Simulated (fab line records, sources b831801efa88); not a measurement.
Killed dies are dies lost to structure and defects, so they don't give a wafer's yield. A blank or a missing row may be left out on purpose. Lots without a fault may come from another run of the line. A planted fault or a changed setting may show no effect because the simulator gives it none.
fab line records | flow sky130
record lots=5 wafers=15 last_day=49
route steps=708 shown CONTACT@413 METAL1@434
lots that met no fault: from a run of the same line without faults
start_h: hours from the record's first day to the start of the lot's first wafer shown | wait_h: hours since the lot's step before | " the same as in the row above | L1.1+2: a row that stands for several wafers | - no value, or no start given | * or withheld: withheld | < > ~ a bound
route shown NAME@n: a module of which the file shows steps, and the number in the route of the first | usual: mean/standard deviation of fault-free wafers | same: alike in all rows | chamber/n: place in a boat | sites: the reading at each site | _std_site: their standard deviation | _edge_site: outer sites' mean less inner sites' | radius_mm: how far each site lies from the wafer's centre | mask NAME#n: copy n | behind: the tool/chamber that last shaped the wafer | hold: why the lot was held/for how many hours/how that ended | device: the transistor (n, p or np) that didn't switch | end of line: the same wafers' tests at the end of the route | a step without rows: its recipe alone | killed: dies lost to structure and defects at the first sort, not the wafer's yield | map: a wafer's dies, x killed, . not, _ none there
set.NAME: the setting as run; set.NAME@STEP: as run at that earlier step | model.NAME: the simulator's own value behind a step, which no gauge read
lots at some steps of the route; a table a step, a row a wafer
services: from which hour (start_h, from the record's first day; less than 0 if before it) a tool's chamber was out of use, for how many hours, and why
## steps
# step SKY_CONTACT_HMDS_07
# recipe prime_time_s=60 prime_temp_c=120
# columns lot.wafer tool chamber start_h wait_h
L074.1+2+6 litho_track-01 0 716.23 0.1
L076.4+5+6 litho_track-01 0 749.16 0.1
L079.1+2+3 litho_track-02 0 763.40 0.1
L089.1+2+4 litho_track-03 0 836.70 0.1
L090.2+4+6 litho_track-01 0 849.31 0.1
# step SKY_CONTACT_COAT_08
# recipe resist=BARC temp_c=withheld time_s=withheld spin_rpm=3000 resist_thk_nm=60
# columns lot.wafer tool chamber start_h wait_h
L074.1+2+6 litho_track-01 0 716.38 0.1
L076.4+5+6 litho_track-01 0 749.31 0.1
L079.1+2+3 litho_track-02 0 763.55 0.1
L089.1+2+4 litho_track-03 0 836.85 0.1
L090.2+4+6 litho_track-01 0 849.46 0.1
# step SKY_CONTACT_COAT_09
# recipe resist=KrF-thick spin_rpm=3000 resist_thk_nm=450
# columns lot.wafer tool chamber start_h wait_h
L074.1+2+6 litho_track-01 0 - -
L076.4+5+6 litho_track-01 0 - -
L079.1+2+3 litho_track-02 0 - -
L089.1+2+4 litho_track-03 0 - -
L090.2+4+6 litho_track-01 0 - -
# step SKY_CONTACT_SOFTBAKE_10
# recipe temp_c=100 time_s=90 resist=KrF-thick
# columns lot.wafer tool chamber start_h wait_h
L074.1+2+6 litho_track-01 0 - -
L076.4+5+6 litho_track-01 0 - -
L079.1+2+3 litho_track-02 0 - -
L089.1+2+4 litho_track-03 0 - -
L090.2+4+6 litho_track-01 0 - -
# step SKY_CONTACT_EXPOSE_11
# recipe mask_id=CTM1 na=0.8 source_shape=annular sigma_inner=0.55 sigma_outer=0.85 target_cd_nm=170 dose_mj=38
# usual exposure_dose_mJ_cm2=37.94/0.041 stage_vel_mm_s=499.92/0.24
# columns lot.wafer tool chamber start_h wait_h mask exposure_dose_mJ_cm2 stage_vel_mm_s
L074.1 krf_scanner-02 0 - - CTM1#0 37.93 499.98
L074.2 " 0 " " CTM1#0 37.92 499.86
L074.6 " 0 " " CTM1#0 37.93 500.17
L076.4 krf_scanner-01 0 - - CTM1#0 37.94 500.14
L076.5 " 0 " " CTM1#0 37.94 499.62
L076.6 " 0 " " CTM1#0 37.85 499.86
L079.1 krf_scanner-01 0 - - CTM1#0 37.94 499.89
L079.2 " 0 " " CTM1#0 37.93 499.98
L079.3 " 0 " " CTM1#0 37.96 499.80
L089.1 krf_scanner-02 0 - - CTM1#0 37.94 499.69
L089.2 " 0 " " CTM1#0 37.92 499.64
L089.4 " 0 " " CTM1#0 37.94 499.63
L090.2 krf_scanner-01 0 - - CTM1#0 37.93 500.26
L090.4 " 0 " " CTM1#0 37.99 499.64
L090.6 " 0 " " CTM1#0 37.99 499.74
# step SKY_CONTACT_PEB_12
# recipe peb_temp_c=withheld peb_time_s=withheld resist=KrF-thick
# columns lot.wafer tool chamber start_h wait_h
L074.1+2+6 litho_track-02 0 - -
L076.4+5+6 litho_track-03 0 - -
L079.1+2+3 litho_track-02 0 - -
L089.1+2+4 litho_track-01 0 - -
L090.2+4+6 litho_track-03 0 - -
# step SKY_CONTACT_DEVELOP_13
# recipe develop_time_s=60 resist=KrF-thick dev_temp_c=21
# columns lot.wafer tool chamber start_h wait_h
L074.1+2+6 litho_track-02 0 - -
L076.4+5+6 litho_track-03 0 - -
L079.1+2+3 litho_track-02 0 - -
L089.1+2+4 litho_track-01 0 - -
L090.2+4+6 litho_track-03 0 - -
# step SKY_CONTACT_CD_MEAS_14
# recipe target_cd_nm=170
# usual cd_nm=170.6/1.6
# columns lot.wafer tool chamber start_h wait_h cd_nm
L074.1 cd_sem-01 - 730.05 - 168.8
L074.2 " - " " 169.4
L074.6 " - " " 169.4
L076.4 cd_sem-02 - 763.91 - 173.8
L076.5 " - " " 172.1
L076.6 " - " " 173.4
L079.1 cd_sem-02 - 777.30 - 173.2
L079.2 " - " " 171.8
L079.3 " - " " 172.9
L089.1 cd_sem-02 - 850.28 - 173.0
L089.2 " - " " 172.4
L089.4 " - " " 172.4
L090.2 cd_sem-01 - 862.28 - 169.1
L090.4 " - " " 168.4
L090.6 " - " " 169.4
# step SKY_CONTACT_OVL_MEAS_15
# usual CONTACT_OVL=0/4.8
# columns lot.wafer tool chamber start_h wait_h CONTACT_OVL[nm]
L074.1 overlay-01 - 730.17 0.1 8
L074.2 " - " " 6
L074.6 " - " " -1
L076.4 overlay-01 - 763.99 0.1 5
L076.5 " - " " -3
L076.6 " - " " 5
L079.1 overlay-01 - 777.42 0.1 -3
L079.2 " - " " 2
L079.3 " - " " -2
L089.1 overlay-01 - 850.40 0.1 7
L089.2 " - " " 5
L089.4 " - " " 11
L090.2 overlay-01 - 862.39 0.1 -4
L090.4 " - " " -4
L090.6 " - " " -5
# step SKY_CONTACT_ETCH_16
# recipe chemistry=N2/H2 target=BARC ion_energy_ev=200 source_w=500 bias_w=100 pressure_mtorr=30 n2_flow_sccm=100 h2_flow_sccm=200 stop_on=SiO2 time_s=45.9 target_depth_a=600
# usual drypump_motor_current_A=5.6/0.46 oes_product_au=0.855/0.0045 throttle_valve_pct=13.224/0.0096
# columns lot.wafer tool chamber start_h wait_h drypump_motor_current_A oes_product_au rf_hours_counter_h throttle_valve_pct
L074.1 rie_diel-02 0 730.21 0.0 5.4 0.859 4 13.227
L074.2 " 1 " " 5.0 0.846 32 13.224
L074.6 " 1 " " 5.0 0.855 - 13.217
L076.4 rie_diel-02 3 764.01 0.0 5.0 0.854 1 13.225
L076.5 " 3 " " 5.0 0.851 - 13.222
L076.6 " 0 " " 5.4 0.859 - 13.231
L079.1 rie_diel-03 3 777.46 0.0 6.0 0.849 19 13.239
L079.2 " 1 " " 5.6 0.857 15 13.219
L079.3 " 2 " " 6.2 0.840 22 13.213
L089.1 rie_diel-02 3 850.44 0.0 5.0 0.850 3 13.212
L089.2 " 0 " " 5.4 0.859 7 13.220
L089.4 " 0 " " 5.4 0.858 - 13.239
L090.2 rie_diel-04 1 862.42 0.0 5.8 0.855 15 13.226
L090.4 " 3 " " 6.0 0.858 18 13.216
L090.6 " 2 " " 5.1 0.854 - 13.218
# step SKY_CONTACT_ETCH_17
# recipe target=SiO2 chemistry=C4F8/O2/Ar stop_on=Si3N4 mask_material=KrF-thick source_w=1500 bias_w=1200 pressure_mtorr=40 c4f8_flow_sccm=withheld O2_flow_sccm=6 Ar_flow_sccm=300 time_s=withheld target_depth_a=3400
# usual oes_product_au=0.891/0.0047
# columns lot.wafer tool chamber start_h wait_h oes_product_au
L074.1 rie_diel-02 0 730.25 0.0 0.890
L074.2 " 1 " " 0.891
L074.6 " 1 " " 0.884
L076.4 rie_diel-02 3 764.05 0.0 0.889
L076.5 " 3 " " 0.898
L076.6 " 0 " " 0.900
L079.1 rie_diel-03 3 777.50 0.0 0.896
L079.2 " 1 " " 0.893
L079.3 " 2 " " 0.892
L089.1 rie_diel-02 3 850.50 0.0 0.886
L089.2 " 0 " " 0.885
L089.4 " 0 " " 0.891
L090.2 rie_diel-04 1 862.46 0.0 0.887
L090.4 " 3 " " 0.899
L090.6 " 2 " " 0.881
# step SKY_CONTACT_ETCH_18
# recipe target=Si3N4 chemistry=CHF3/O2 stop_on=TiN source_w=600 bias_w=200 pressure_mtorr=40 chf3_flow_sccm=50 O2_flow_sccm=5 time_s=39 target_depth_a=750
# usual drypump_motor_current_A=5.6/0.46 oes_product_au=0.855/0.0074 throttle_valve_pct=8.794/0.0089
# columns lot.wafer tool chamber start_h wait_h drypump_motor_current_A oes_product_au rf_hours_counter_h throttle_valve_pct
L074.1 rie_diel-02 0 - - 5.4 0.863 4 8.803
L074.2 " 1 " " 5.0 0.845 32 8.801
L074.6 " 1 " " 5.0 0.856 - 8.808
L076.4 rie_diel-02 3 - - 5.0 0.852 1 8.791
L076.5 " 3 " " 5.0 0.865 - 8.800
L076.6 " 0 " " 5.4 0.847 - 8.801
L079.1 rie_diel-03 3 - - 6.0 0.853 19 8.780
L079.2 " 1 " " 5.6 0.844 16 8.784
L079.3 " 2 " " 6.2 0.868 22 8.787
L089.1 rie_diel-02 3 - - 5.0 0.856 3 8.777
L089.2 " 0 " " 5.4 0.858 7 8.808
L089.4 " 0 " " 5.4 0.858 - 8.782
L090.2 rie_diel-04 1 - - 5.8 0.851 15 8.796
L090.4 " 3 " " 6.0 0.851 18 8.785
L090.6 " 2 " " 5.1 0.862 - 8.783
# step SKY_CONTACT_STRIP_19
# recipe chemistry=O2/N2 power_w=1400 pressure_mtorr=1500 platen_temp_c=withheld o2_flow_sccm=3000 n2_flow_sccm=300 overash_fraction=0.5
# usual drypump_motor_current_A=5.4/0.38 oes_product_au=0.380/0.0046 strip_time_to_endpoint_s=3.612/0.024
# columns lot.wafer tool chamber start_h wait_h drypump_motor_current_A oes_product_au rf_hours_counter_h strip_time_to_endpoint_s
L074.1 plasma_asher-02 1 730.34 - 5.3 0.370 30 3.631
L074.2 " 0 " " 6.1 0.382 30 3.640
L074.6 " 1 " " 5.3 0.384 - 3.668
L076.4 plasma_asher-04 0 764.17 - 5.1 0.372 - 3.589
L076.5 " 0 " " 5.1 0.381 - 3.593
L076.6 " 1 " " 5.4 0.377 - 3.569
L079.1 plasma_asher-04 0 777.59 - 5.1 0.384 4 3.623
L079.2 " 1 " " 5.4 0.370 4 3.559
L079.3 " 1 " " 5.4 0.385 - 3.615
L089.1 plasma_asher-04 0 850.63 - 5.1 0.378 11 3.637
L089.2 " 1 " " 5.3 0.376 11 3.624
L089.4 " 0 " " 5.1 0.389 - 3.645
L090.2 plasma_asher-02 1 862.55 - 5.3 0.381 43 3.585
L090.4 " 1 " " 5.3 0.385 - 3.571
L090.6 " 0 " " 6.0 0.382 - 3.583
# step SKY_CONTACT_STRIP_20
# recipe chemistry=post_etch_residue_remover time_s=1200 temp_c=72.5
# columns lot.wafer tool chamber start_h wait_h
L074.1+2+6 wet_bench-04 1 730.44 0.1
L076.4+5+6 wet_bench-01 3 764.24 0.0
L079.1+2+3 wet_bench-04 3 777.69 0.1
L089.1+2+4 wet_bench-01 2 850.73 0.1
L090.2+4+6 wet_bench-04 3 862.65 0.1
# step SKY_CONTACT_CLEAN_21
# recipe chemistry=IPA time_s=180 temp_c=25
# columns lot.wafer tool chamber start_h wait_h
L074.1+2+6 wet_bench-02 2 730.78 0.0
L076.4+5+6 wet_bench-01 2 764.61 0.0
L079.1+2+3 wet_bench-02 0 778.06 0.0
L089.1+2+4 wet_bench-02 3 851.08 0.0
L090.2+4+6 wet_bench-01 3 862.99 0.0
# step SKY_CONTACT_CLEAN_22
# recipe chemistry=O3/DIW dry=n2_spin
# columns lot.wafer tool chamber start_h wait_h
L074.1+2+6 wet_bench-01 3 730.84 0.0
L076.4+5+6 wet_bench-01 1 764.73 0.1
L079.1+2+3 wet_bench-01 2 778.12 0.0
L089.1+2+4 wet_bench-01 3 851.13 0.0
L090.2+4+6 wet_bench-04 2 863.05 0.0
# step SKY_CONTACT_SPUTTER_23
# recipe material=TiN target_thk_nm=20 chamber_pressure_pa=5 power_w=4000 time_s=80
# usual throttle_valve_pct=30.3/1.1
# columns lot.wafer tool chamber start_h wait_h throttle_valve_pct
L074.1 pvd_sputter-03 - 731.02 0.0 27.8
L074.2 " - " " 30.9
L074.6 " - " " 29.4
L076.4 pvd_sputter-03 - 764.83 0.0 29.3
L076.5 " - " " 30.9
L076.6 " - " " 29.1
L079.1 pvd_sputter-01 - 778.21 0.0 30.8
L079.2 " - " " 31.0
L079.3 " - " " 31.4
L089.1 pvd_sputter-03 - 851.23 0.0 30.8
L089.2 " - " " 29.5
L089.4 " - " " 27.4
L090.2 pvd_sputter-02 - 863.14 0.0 30.8
L090.4 " - " " 29.6
L090.6 " - " " 30.9
# step SKY_CONTACT_CVD_24
# recipe material=W target_thk_nm=340 time_s=102.12 temp_c=400 pressure_torr=40
# usual heater_power_w=889/70
# columns lot.wafer tool chamber start_h wait_h heater_power_w
L074.1 cvd_w-02 0 731.08 0.0 919
L074.2 " 0 " " 948
L074.6 " 0 " " 939
L076.4 cvd_w-01 1 764.93 0.1 940
L076.5 " 0 " " 793
L076.6 " 1 " " 925
L079.1 cvd_w-01 1 778.27 0.0 932
L079.2 " 0 " " 781
L079.3 " 0 " " 775
L089.1 cvd_w-01 0 851.29 0.0 765
L089.2 " 1 " " 947
L089.4 " 1 " " 933
L090.2 cvd_w-02 1 863.20 0.0 903
L090.4 " 1 " " 896
L090.6 " 1 " " 934
# step SKY_CONTACT_RS_MEAS_25
# recipe thk_meas_gauge=four-point-probe reads=W_of_CONTACT_CVD_24+TiN_of_CONTACT_SPUTTER_23
# usual CONTACT_W_RS=0.338/0.0038
# columns lot.wafer tool chamber start_h wait_h CONTACT_W_RS[ohm/sq]
L074.1 film_metro-03 - 731.30 0.2 0.336
L074.2 " - " " 0.339
L074.6 " - " " 0.338
L076.4 film_metro-04 - 765.06 0.1 0.334
L076.5 " - " " 0.343
L076.6 " - " " 0.334
L079.1 film_metro-03 - 778.38 0.1 0.332
L079.2 " - " " 0.342
L079.3 " - " " 0.340
L089.1 film_metro-04 - 851.40 0.1 0.344
L089.2 " - " " 0.336
L089.4 " - " " 0.337
L090.2 film_metro-03 - 863.33 0.1 0.339
L090.4 " - " " 0.343
L090.6 " - " " 0.340
# step SKY_CONTACT_THK_MEAS_26
# recipe thk_meas_gauge=xrf reads=W_of_CONTACT_CVD_24
# usual CONTACT_W_THK=348/4.9
# columns lot.wafer tool chamber start_h wait_h CONTACT_W_THK[nm]
L074.1 film_metro-03 - 731.42 0.1 350
L074.2 " - " " 348
L074.6 " - " " 351
L076.4 film_metro-04 - 765.15 0.1 354
L076.5 " - " " 342
L076.6 " - " " 352
L079.1 film_metro-03 - 778.50 0.1 349
L079.2 " - " " 339
L079.3 " - " " 340
L089.1 film_metro-04 - 851.52 0.1 343
L089.2 " - " " 349
L089.4 " - " " 349
L090.2 film_metro-03 - 863.44 0.1 344
L090.4 " - " " 340
L090.6 " - " " 345
# step SKY_CONTACT_CMP_27
# recipe stop_on=SiO2 t_overpolish_s=15 down_force_psi=3.5 platen_rpm=60 target_thk_nm=0 pad_velocity_m_s=0.94248
# usual motor_current_A=10.6/1.1 overpolish_run_s=15.000/0.0093 platen_rpm=60.00/0.041 time_to_endpoint_s=80/3.5
# columns lot.wafer tool chamber start_h wait_h motor_current_A overpolish_run_s platen_rpm time_to_endpoint_s
L074.1 cmp-02 3 731.53 0.1 10.6 15.013 60.00 83
L074.2 " 1 " " 10.5 15.002 60.01 81
L074.6 " 3 " " 11.0 15.011 60.02 83
L076.4 cmp-02 0 765.28 0.1 10.3 15.001 59.95 78
L076.5 " 2 " " 11.7 15.007 59.97 76
L076.6 " 3 " " 11.2 14.996 59.96 75
L079.1 cmp-02 2 778.56 0.1 11.1 15.008 59.99 84
L079.3 " 0 " " 11.5 14.991 60.02 81
L079.2 " 1 " " 11.0 15.002 59.97 79
L089.4 cmp-02 3 851.58 0.0 11.0 14.991 60.02 73
L089.1 " 0 " " 10.9 14.995 59.96 77
L089.2 " 1 " " 11.2 14.991 60.02 74
L090.2 cmp-01 0 863.49 0.0 9.2 14.987 59.96 77
L090.4 " 1 " " 9.9 14.991 59.93 80
L090.6 " 1 " " 8.7 14.991 59.91 82
# step SKY_METAL1_SPUTTER_00
# recipe material=Ti target_thk_nm=15 power_w=3000 time_s=10 chamber_pressure_pa=0.4
# usual throttle_valve_pct=30.7/0.66
# columns lot.wafer tool chamber start_h wait_h throttle_valve_pct
L074.1 pvd_sputter-02 - 731.78 0.2 31.2
L074.2 " - " " 30.6
L074.6 " - " " 29.7
L076.4 pvd_sputter-04 - 765.48 0.1 30.3
L076.5 " - " " 31.5
L076.6 " - " " 30.7
L079.1 pvd_sputter-02 - 778.86 0.2 29.6
L079.2 " - " " 31.0
L079.3 " - " " 30.4
L089.1 pvd_sputter-04 - 851.88 0.2 30.6
L089.2 " - " " 29.9
L089.4 " - " " 31.5
L090.2 pvd_sputter-04 - 863.79 0.2 29.7
L090.4 " - " " 31.5
L090.6 " - " " 29.8
# step SKY_METAL1_SPUTTER_01
# recipe material=TiN target_thk_nm=20 power_w=6500 time_s=16.7 chamber_pressure_pa=0.4
# usual throttle_valve_pct=30.7/0.65
# columns lot.wafer tool chamber start_h wait_h throttle_valve_pct
L074.1 pvd_sputter-02 - 731.80 0.0 31.1
L074.2 " - " " 31.0
L074.6 " - " " 29.6
L076.4 pvd_sputter-04 - 765.50 0.0 30.3
L076.5 " - " " 31.5
L076.6 " - " " 30.7
L079.1 pvd_sputter-02 - 778.88 0.0 29.5
L079.2 " - " " 31.0
L079.3 " - " " 30.6
L089.1 pvd_sputter-04 - 851.90 0.0 30.9
L089.2 " - " " 29.6
L089.4 " - " " 31.5
L090.2 pvd_sputter-04 - 863.81 0.0 29.7
L090.4 " - " " 31.4
L090.6 " - " " 29.9
# step SKY_METAL1_SPUTTER_02
# recipe material=AlCu target_thk_nm=250 power_w=10600 time_s=13.3 chamber_pressure_pa=0.4
# usual throttle_valve_pct=30.7/0.69
# columns lot.wafer tool chamber start_h wait_h throttle_valve_pct
L074.1 pvd_sputter-02 - 731.83 0.0 31.2
L074.2 " - " " 30.5
L074.6 " - " " 29.7
L076.4 pvd_sputter-04 - 765.53 0.0 30.4
L076.5 " - " " 31.4
L076.6 " - " " 30.5
L079.1 pvd_sputter-02 - 778.91 0.0 29.5
L079.2 " - " " 30.9
L079.3 " - " " 30.2
L089.1 pvd_sputter-04 - 851.93 0.0 30.8
L089.2 " - " " 29.9
L089.4 " - " " 31.6
L090.2 pvd_sputter-04 - 863.84 0.0 29.7
L090.4 " - " " 31.4
L090.6 " - " " 29.9
# step SKY_METAL1_SPUTTER_03
# recipe material=Ti target_thk_nm=5 power_w=3000 time_s=3.3 chamber_pressure_pa=0.4
# usual throttle_valve_pct=30.7/0.68
# columns lot.wafer tool chamber start_h wait_h throttle_valve_pct
L074.1 pvd_sputter-02 - 731.85 0.0 31.2
L074.2 " - " " 30.6
L074.6 " - " " 29.8
L076.4 pvd_sputter-04 - 765.55 0.0 30.4
L076.5 " - " " 31.7
L076.6 " - " " 30.4
L079.1 pvd_sputter-02 - 778.93 0.0 29.5
L079.2 " - " " 31.2
L079.3 " - " " 30.4
L089.1 pvd_sputter-04 - 851.95 0.0 30.4
L089.2 " - " " 29.9
L089.4 " - " " 31.5
L090.2 pvd_sputter-04 - 863.86 0.0 29.8
L090.4 " - " " 31.6
L090.6 " - " " 29.6
# step SKY_METAL1_SPUTTER_04
# recipe material=TiN target_thk_nm=70 power_w=6500 time_s=58.3 chamber_pressure_pa=0.4
# usual throttle_valve_pct=30.7/0.68
# columns lot.wafer tool chamber start_h wait_h throttle_valve_pct
L074.1 pvd_sputter-02 - 731.87 0.0 31.3
L074.2 " - " " 31.2
L074.6 " - " " 29.7
L076.4 pvd_sputter-04 - 765.57 0.0 30.3
L076.5 " - " " 32.0
L076.6 " - " " 30.7
L079.1 pvd_sputter-02 - 778.95 0.0 29.7
L079.2 " - " " 31.1
L079.3 " - " " 30.2
L089.1 pvd_sputter-04 - 851.97 0.0 30.5
L089.2 " - " " 29.9
L089.4 " - " " 31.5
L090.2 pvd_sputter-04 - 863.88 0.0 29.8
L090.4 " - " " 31.6
L090.6 " - " " 29.9
# step SKY_METAL1_RS_MEAS_05
# recipe thk_meas_gauge=four-point-probe reads=TiN_of_METAL1_SPUTTER_04+Ti_of_METAL1_SPUTTER_03+AlCu_of_METAL1_SPUTTER_02+TiN_of_METAL1_SPUTTER_01+Ti_of_METAL1_SPUTTER_00
# usual METAL1_ALCU_RS=0.1274/0.0012
# columns lot.wafer tool chamber start_h wait_h METAL1_ALCU_RS[ohm/sq]
L074.1 film_metro-02 - 731.92 0.0 0.1278
L074.2 " - " " 0.1277
L074.6 " - " " 0.1281
L076.4 film_metro-02 - 765.68 0.1 0.1284
L076.5 " - " " 0.1279
L076.6 " - " " 0.1290
L079.1 film_metro-04 - 779.00 0.0 0.1291
L079.2 " - " " 0.1282
L079.3 " - " " 0.1298
L089.1 film_metro-02 - 852.02 0.0 0.1277
L089.2 " - " " 0.1270
L089.4 " - " " 0.1276
L090.2 film_metro-01 - 863.95 0.0 0.1269
L090.4 " - " " 0.1260
L090.6 " - " " 0.1275
# step SKY_METAL1_THK_MEAS_06
# recipe thk_meas_gauge=xrf reads=AlCu_of_METAL1_SPUTTER_02
# usual METAL1_ALCU_THK=254.0/2.3
# columns lot.wafer tool chamber start_h wait_h METAL1_ALCU_THK[nm]
L074.1 film_metro-02 - 732.04 0.1 253.9
L074.2 " - " " 254.2
L074.6 " - " " 254.3
L076.4 film_metro-02 - 765.77 0.1 251.7
L076.5 " - " " 251.8
L076.6 " - " " 251.3
L079.1 film_metro-04 - 779.12 0.1 250.3
L079.2 " - " " 252.6
L079.3 " - " " 248.8
L089.1 film_metro-02 - 852.14 0.1 254.6
L089.2 " - " " 254.4
L089.4 " - " " 254.4
L090.2 film_metro-01 - 864.06 0.1 255.3
L090.4 " - " " 253.9
L090.6 " - " " 252.4
# step SKY_METAL1_DEHYDRATE_07
# recipe temp_c=200 time_s=60
# columns lot.wafer tool chamber start_h wait_h
L074.1+2+6 litho_track-02 0 744.65 12.6
L076.4+5+6 litho_track-02 0 777.97 12.2
L079.1+2+3 litho_track-01 0 791.23 12.1
L089.1+2+4 litho_track-01 0 864.18 12.0
L090.2+4+6 litho_track-04 0 876.44 12.4
# step SKY_METAL1_HMDS_08
# recipe prime_time_s=60 prime_temp_c=120
# columns lot.wafer tool chamber start_h wait_h
L074.1+2+6 litho_track-02 0 744.80 0.1
L076.4+5+6 litho_track-02 0 778.12 0.1
L079.1+2+3 litho_track-01 0 791.38 0.1
L089.1+2+4 litho_track-01 0 864.33 0.1
L090.2+4+6 litho_track-04 0 876.59 0.1
# step SKY_METAL1_COAT_09
# recipe resist=BARC temp_c=withheld time_s=withheld spin_rpm=3000 resist_thk_nm=60
# columns lot.wafer tool chamber start_h wait_h
L074.1+2+6 litho_track-02 0 744.95 0.1
L076.4+5+6 litho_track-02 0 778.27 0.1
L079.1+2+3 litho_track-01 0 791.53 0.1
L089.1+2+4 litho_track-01 0 864.48 0.1
L090.2+4+6 litho_track-04 0 876.74 0.1
# step SKY_METAL1_COAT_10
# recipe resist=KrF-thick spin_rpm=3000 resist_thk_nm=450
# columns lot.wafer tool chamber start_h wait_h
L074.1+2+6 litho_track-02 0 - -
L076.4+5+6 litho_track-02 0 - -
L079.1+2+3 litho_track-01 0 - -
L089.1+2+4 litho_track-01 0 - -
L090.2+4+6 litho_track-04 0 - -
# step SKY_METAL1_SOFTBAKE_11
# recipe temp_c=100 time_s=90 resist=KrF-thick
# columns lot.wafer tool chamber start_h wait_h
L074.1+2+6 litho_track-02 0 - -
L076.4+5+6 litho_track-02 0 - -
L079.1+2+3 litho_track-01 0 - -
L089.1+2+4 litho_track-01 0 - -
L090.2+4+6 litho_track-04 0 - -
# step SKY_METAL1_EXPOSE_12
# recipe mask_id=MM1 na=0.8 source_shape=annular sigma_inner=0.55 sigma_outer=0.85 target_cd_nm=140 dose_mj=28
# usual exposure_dose_mJ_cm2=27.957/0.029 stage_vel_mm_s=500.04/0.27
# columns lot.wafer tool chamber start_h wait_h mask exposure_dose_mJ_cm2 stage_vel_mm_s
L074.1 krf_scanner-02 0 - - MM1#0 27.965 499.79
L074.2 " 0 " " MM1#0 27.955 499.55
L074.6 " 0 " " MM1#0 27.975 499.87
L076.4 krf_scanner-01 0 - - MM1#0 27.996 499.91
L076.5 " 0 " " MM1#0 27.944 500.34
L076.6 " 0 " " MM1#0 27.963 499.71
L079.1 krf_scanner-01 0 - - MM1#0 27.966 500.13
L079.2 " 0 " " MM1#0 27.956 499.94
L079.3 " 0 " " MM1#0 27.965 499.98
L089.1 krf_scanner-02 0 - - MM1#0 27.933 499.88
L089.2 " 0 " " MM1#0 27.922 499.88
L089.4 " 0 " " MM1#0 27.974 499.71
L090.2 krf_scanner-01 0 - - MM1#0 27.975 500.08
L090.4 " 0 " " MM1#0 27.945 500.04
L090.6 " 0 " " MM1#0 27.971 500.32
# step SKY_METAL1_PEB_13
# recipe peb_temp_c=withheld peb_time_s=withheld resist=KrF-thick
# columns lot.wafer tool chamber start_h wait_h
L074.1+2+6 litho_track-01 0 - -
L076.4+5+6 litho_track-01 0 - -
L079.1+2+3 litho_track-01 0 - -
L089.1+2+4 litho_track-02 0 - -
L090.2+4+6 litho_track-04 0 - -
# step SKY_METAL1_DEVELOP_14
# recipe develop_time_s=60 resist=KrF-thick dev_temp_c=21
# columns lot.wafer tool chamber start_h wait_h
L074.1+2+6 litho_track-01 0 - -
L076.4+5+6 litho_track-01 0 - -
L079.1+2+3 litho_track-01 0 - -
L089.1+2+4 litho_track-02 0 - -
L090.2+4+6 litho_track-04 0 - -
# step SKY_METAL1_CD_MEAS_15
# recipe target_cd_nm=140
# usual cd_nm=140.6/1.4
# columns lot.wafer tool chamber start_h wait_h cd_nm
L074.1 cd_sem-01 - 758.43 - 139.3
L074.2 " - " " 140.5
L074.6 " - " " 139.7
L076.4 cd_sem-02 - 791.29 - 140.6
L076.5 " - " " 139.7
L076.6 " - " " 140.7
L079.1 cd_sem-02 - 805.13 - 141.0
L079.2 " - " " 140.2
L079.3 " - " " 140.4
L089.1 cd_sem-02 - 878.45 - 141.3
L089.2 " - " " 141.3
L089.4 " - " " 141.6
L090.2 cd_sem-02 - 889.58 - 140.3
L090.4 " - " " 141.2
L090.6 " - " " 141.9
# step SKY_METAL1_OVL_MEAS_16
# usual METAL1_OVL=-2/4.1
# columns lot.wafer tool chamber start_h wait_h METAL1_OVL[nm]
L074.1 overlay-01 - 758.55 0.1 -6
L074.2 " - " " -7
L074.6 " - " " -7
L076.4 overlay-01 - 791.37 0.1 -5
L076.5 " - " " -10
L076.6 " - " " -6
L079.1 overlay-01 - 805.27 0.1 4
L079.2 " - " " 1
L079.3 " - " " 1
L089.1 overlay-01 - 878.57 0.1 -4
L089.2 " - " " 0
L089.4 " - " " -5
L090.2 overlay-01 - 889.69 0.1 -1
L090.4 " - " " 1
L090.6 " - " " 2
# step SKY_METAL1_DESCUM_17
# recipe chemistry=O2 source_power_w=150 bias_power_w=0 pressure_mtorr=10 temp_c=40 time_s=8
# usual drypump_motor_current_A=5.8/0.53 oes_product_au=0.996/0.0086
# columns lot.wafer tool chamber start_h wait_h drypump_motor_current_A oes_product_au rf_hours_counter_h
L074.1 rie_metal-02 0 758.59 0.0 5.8 1.015 6
L074.2 " 0 " " 5.8 0.999 -
L074.6 " 0 " " 5.8 1.001 -
L076.4 rie_metal-02 0 791.43 0.1 5.8 0.999 -
L076.5 " 0 " " 5.7 0.995 -
L076.6 " 0 " " 5.7 1.001 -
L079.1 rie_metal-03 0 805.31 0.0 5.4 1.006 11
L079.2 " 1 " " 5.1 0.985 8
L079.3 " 1 " " 5.1 0.992 -
L089.1 rie_metal-01 1 878.61 0.0 6.5 0.995 15
L089.2 " 0 " " 6.2 0.993 13
L089.4 " 0 " " 6.2 0.994 -
L090.2 rie_metal-02 1 889.72 0.0 4.9 0.987 2
L090.4 " 0 " " 5.7 0.996 -
L090.6 " 1 " " 4.9 0.991 -
## services
# columns tool chamber start_h hours kind
rie_diel-04 2 695.05 4.0 repair
rie_diel-02 0 705.45 3.9 repair
rie_diel-02 2 722.81 6.1 repair
rie_diel-02 - 727.16 0.4 repair
krf_scanner-02 - 729.40 0.4 repair
krf_scanner-02 - 732.68 0.8 pm
rie_diel-02 - 739.14 3.0 repair
krf_scanner-02 - 742.74 2.2 repair
cmp-02 - 744.00 4.0 pm
krf_scanner-02 - 756.19 1.0 pm
wet_bench-04 - 762.17 4.4 pm
cmp-02 - 777.18 0.8 repair
krf_scanner-01 - 779.61 2.6 repair
rie_diel-02 - 781.42 1.3 repair
krf_scanner-01 - 805.75 7.2 pm
krf_scanner-01 - 812.95 1.3 pm
cmp-02 - 815.35 4.6 pm
krf_scanner-01 - 816.33 0.8 pm
krf_scanner-01 - 821.23 0.8 pm
krf_scanner-01 - 826.27 1.0 pm
rie_diel-02 1 847.20 6.3 repair
krf_scanner-01 - 855.50 3.6 pm
krf_scanner-02 - 859.05 1.3 pm
krf_scanner-02 - 860.35 4.0 pm
## key
fault none
